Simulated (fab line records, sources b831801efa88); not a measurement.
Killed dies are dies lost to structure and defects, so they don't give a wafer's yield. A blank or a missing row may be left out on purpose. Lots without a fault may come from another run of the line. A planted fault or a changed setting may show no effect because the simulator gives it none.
Which tool did it? | flow sfq_line | 13 lots, 39 wafers sampled, at 2 steps of a route of 325

WHAT THE GAUGES READ, wafer by wafer
The record holds no reading of a measuring or inspecting step that can be judged against a usual standard deviation.

WHICH TOOL RAN EACH LOT (tool, then ch and the chambers of the sampled wafers, then the start)
lot  | SFQ_TRILAYER_I6_DEP_PECVD_165   | SFQ_TRILAYER_I6_CMP_CMP_166
L592 | pecvd-02 ch 1,2, day 65 20:35   | cmp-02 ch 0,2,3, day 66 15:30
L593 | pecvd-02 ch 1,2, day 65 22:59   | cmp-02 ch 0,1,2, day 66 22:00
L594 | pecvd-03 ch 1,2, day 69 02:35   | cmp-01 ch 0,1,2, day 69 03:10
L595 | pecvd-04 ch 0,2, day 69 04:04   | cmp-02 ch 0,1,3, day 69 04:11
L596 | pecvd-03 ch 0,1, day 69 05:16   | cmp-02 ch 0,3, day 69 07:41
L600 | pecvd-03 ch 0,2, day 76 06:32   | cmp-01 ch 0,1,2, day 76 06:37
L603 | pecvd-03 ch 0,1, day 76 11:20   | cmp-01 ch 2,3, day 76 12:37
L607 | pecvd-04 ch 0,1,2, day 76 21:25 | cmp-01 ch 0,1,2, day 76 22:07
L608 | pecvd-02 ch 0,1,2, day 76 23:49 | cmp-02 ch 0,2,3, day 76 23:53
L610 | pecvd-04 ch 1,2, day 77 10:36   | cmp-02 ch 0,1, day 77 12:31
L612 | pecvd-02 ch 0,2, day 77 19:00   | cmp-01 ch 0,2,3, day 77 21:20
L613 | pecvd-04 ch 0,2, day 77 21:24   | cmp-01 ch 0,2,3, day 78 00:20
L615 | pecvd-04 ch 0,1,2, day 78 02:57 | cmp-02 ch 0,2,3, day 78 03:38
- SFQ_TRILAYER_I6_DEP_PECVD_165: deposits SiO2 from SiH4/N2O, time 111.11 s, target thk 500 nm.
- SFQ_TRILAYER_I6_CMP_CMP_166: polishes SiO2.

WHAT THE TOOLS THEMSELVES READ (means of the sampled wafers that have a number; where no wafer has one, the mark that the record gives instead)
SFQ_TRILAYER_I6_DEP_PECVD_165. Usual: heater_power_outer_w 35 W, standard deviation 14; heater_power_w 95 W, standard deviation 24; rf_fwd_power_W 182.2 W, standard deviation 0.66; showerhead_vpp_V 816 V, standard deviation 43; susceptor_temp_C 150.01 C, standard deviation 0.14; throttle_valve_pct 24.8 %, standard deviation 1.1.
lot  | tool     | heater_power_outer_w (W) | heater_power_w (W) | rf_fwd_power_W (W) | showerhead_vpp_V (V) | susceptor_temp_C (C) | throttle_valve_pct (%) | flag
L592 | pecvd-02 | 25                       | 81                 | 182.0              | 882                  | 149.94               | 25.0                   |
L593 | pecvd-02 | 28                       | 84                 | 182.2              | 854                  | 150.03               | 23.9                   |
L594 | pecvd-03 | 41                       | 97                 | 182.5              | 828                  | 149.96               | 23.6                   |
L595 | pecvd-04 | 43                       | 115                | 182.2              | 775                  | 150.05               | 24.6                   |
L596 | pecvd-03 | 27                       | 80                 | 183.1              | 778                  | 149.97               | 24.3                   |
L600 | pecvd-03 | 67                       | 133                | 109.3              | 627                  | 149.98               | 24.1                   | OFF
L603 | pecvd-03 | 43                       | 100                | 108.8              | 616                  | 150.11               | 25.0                   | OFF
L607 | pecvd-04 | 42                       | 113                | 181.4              | 798                  | 150.04               | 24.8                   |
L608 | pecvd-02 | 27                       | 80                 | 182.3              | 858                  | 150.01               | 25.2                   |
L610 | pecvd-04 | 39                       | 109                | 182.4              | 820                  | 150.06               | 24.8                   |
L612 | pecvd-02 | 22                       | 77                 | 182.4              | 883                  | 150.00               | 26.3                   |
L613 | pecvd-04 | 48                       | 127                | 182.7              | 803                  | 149.93               | 24.9                   |
L615 | pecvd-04 | 44                       | 114                | 181.9              | 787                  | 150.12               | 24.7                   |

SFQ_TRILAYER_I6_CMP_CMP_166. Usual: motor_current_A 9.7 A, standard deviation 0.89; time_to_endpoint_s 218 s, standard deviation 8.
lot  | tool   | motor_current_A (A) | time_to_endpoint_s (s) | flag
L592 | cmp-02 | 10.2                | 214                    |
L593 | cmp-02 | 9.7                 | 215                    |
L594 | cmp-01 | 9.3                 | 214                    |
L595 | cmp-02 | 10.7                | 206                    |
L596 | cmp-02 | 10.1                | 204                    |
L600 | cmp-01 | 9.6                 | 160                    | OFF
L603 | cmp-01 | 8.8                 | 168                    | OFF
L607 | cmp-01 | 9.8                 | 225                    |
L608 | cmp-02 | 10.3                | 209                    |
L610 | cmp-02 | 9.9                 | 212                    |
L612 | cmp-01 | 9.3                 | 222                    |
L613 | cmp-01 | 9.5                 | 227                    |
L615 | cmp-02 | 10.4                | 217                    |

THE ANSWER, worked out from the rows above alone
Rule: a lot is off if the mean of its wafers that have a number lies more than 3 standard deviations from the usual mean. A lot without any number at a reading at which 4 lots or more have one is off too. The other lots that the step has rows for count as sound. The gauges are gone through in route order, then the tools' own readings, and for those a lot's mean is taken as printed above. The first step at which some lot is off is used, and at that step the reading that is off furthest; a lot without a number counts as furthest.
Off: L600, L603, at SFQ_TRILAYER_I6_DEP_PECVD_165 (rf_fwd_power_W).
A tool fits if, at that step or a process step before it, it ran every lot that is off, and no sound lot after the first of them. One fits: pecvd-03 at SFQ_TRILAYER_I6_DEP_PECVD_165. Its last sound lot is L596 (day 69 05:16), its first lot that is off L600 (day 76 06:32): a fault that began between those two fits.
The tool's own readings at SFQ_TRILAYER_I6_DEP_PECVD_165 bear it out: on the lots that are off they differ by more than 5 times the standard deviation of the sound lots' means. rf_fwd_power_W reads 109.0 W there against 182.3 W on the sound lots; showerhead_vpp_V reads 622 V there against 824 V on the sound lots.

WHAT THE SIMULATOR HAD PUT IN
Process parameter drift: pecvd-03, from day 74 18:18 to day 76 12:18, at SFQ_TRILAYER_I6_DEP_PECVD_165. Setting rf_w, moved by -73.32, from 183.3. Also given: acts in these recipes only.
Lots struck among those shown: L600, L603. The rule above found the same.
